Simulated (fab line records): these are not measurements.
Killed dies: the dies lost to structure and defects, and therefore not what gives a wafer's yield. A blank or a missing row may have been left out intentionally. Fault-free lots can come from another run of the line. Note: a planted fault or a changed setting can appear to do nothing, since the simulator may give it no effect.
Matching of chambers || flow sky130 || pecvd-01 running SKY_CAPM_CVD_00: 3 sister chambers
The step deposits SiO2, target thk 15.5 nm. 14 wafers are shown with their chamber, then 7 later ones without.

WAFERS, EACH WITH ITS CHAMBER
{"wafer": "L075.1", "chamber": 0, "heater power w (W)": 848}
{"wafer": "L075.3", "chamber": 1, "heater power w (W)": 766}
{"wafer": "L075.4", "chamber": 1, "heater power w (W)": 769}
{"wafer": "L077.3", "chamber": 1, "heater power w (W)": 804}
{"wafer": "L077.4", "chamber": 0, "heater power w (W)": 739}
{"wafer": "L077.5", "chamber": 2, "heater power w (W)": 720}
{"wafer": "L084.3", "chamber": 2, "heater power w (W)": 606}
{"wafer": "L084.4", "chamber": 1, "heater power w (W)": 793}
{"wafer": "L084.6", "chamber": 0, "heater power w (W)": 804}
{"wafer": "L085.3", "chamber": 1, "heater power w (W)": 787}
{"wafer": "L085.5", "chamber": 0, "heater power w (W)": 823}
{"wafer": "L085.6", "chamber": 1, "heater power w (W)": 781}
{"wafer": "L086.1", "chamber": 2, "heater power w (W)": 693}
{"wafer": "L086.2", "chamber": 1, "heater power w (W)": 791}

SIGNATURES (averages over the wafers above)
{"reading": "heater power w", "chamber 0": 803.50, "chamber 1": 784.43, "chamber 2": 673.00, "scatter within a chamber": 36.6}
Rule: for each reading, subtract the chamber's mean from the wafer's reading, divide by that reading's scatter and square the result; add these up over the readings and take the root, which gives the wafer's distance from the chamber. The wafer belongs to the nearest chamber; if the next one is less than 2 further off, it can't be placed. The scatter: take each reading less its chamber's mean, square it, sum over the shown wafers, divide by the number of wafers less the number of chambers, and take the root.

WAFERS WHOSE CHAMBER IS MISSING
{"wafer": "L086.3", "heater power w (W)": 809}
{"wafer": "L094.2", "heater power w (W)": 853}
{"wafer": "L094.4", "heater power w (W)": 848}
{"wafer": "L094.5", "heater power w (W)": 691}
{"wafer": "L097.1", "heater power w (W)": 823}
{"wafer": "L097.3", "heater power w (W)": 664}
{"wafer": "L097.4", "heater power w (W)": 666}

CHAMBER TAKEN BY EACH
{"wafer": "L086.3", "from the rows above": "can't be placed: 0 or 1", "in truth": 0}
{"wafer": "L094.2", "from the rows above": "can't be placed: 0 or 1", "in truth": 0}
{"wafer": "L094.4", "from the rows above": "can't be placed: 0 or 1", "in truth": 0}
{"wafer": "L094.5", "from the rows above": 2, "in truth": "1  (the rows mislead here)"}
{"wafer": "L097.1", "from the rows above": "can't be placed: 0 or 1", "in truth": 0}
{"wafer": "L097.3", "from the rows above": 2, "in truth": 2}
{"wafer": "L097.4", "from the rows above": 2, "in truth": 2}
2 of 7 placed correctly. These rows do not allow placing 4 (true chamber among the candidates in 4). Number placed wrongly: 1.
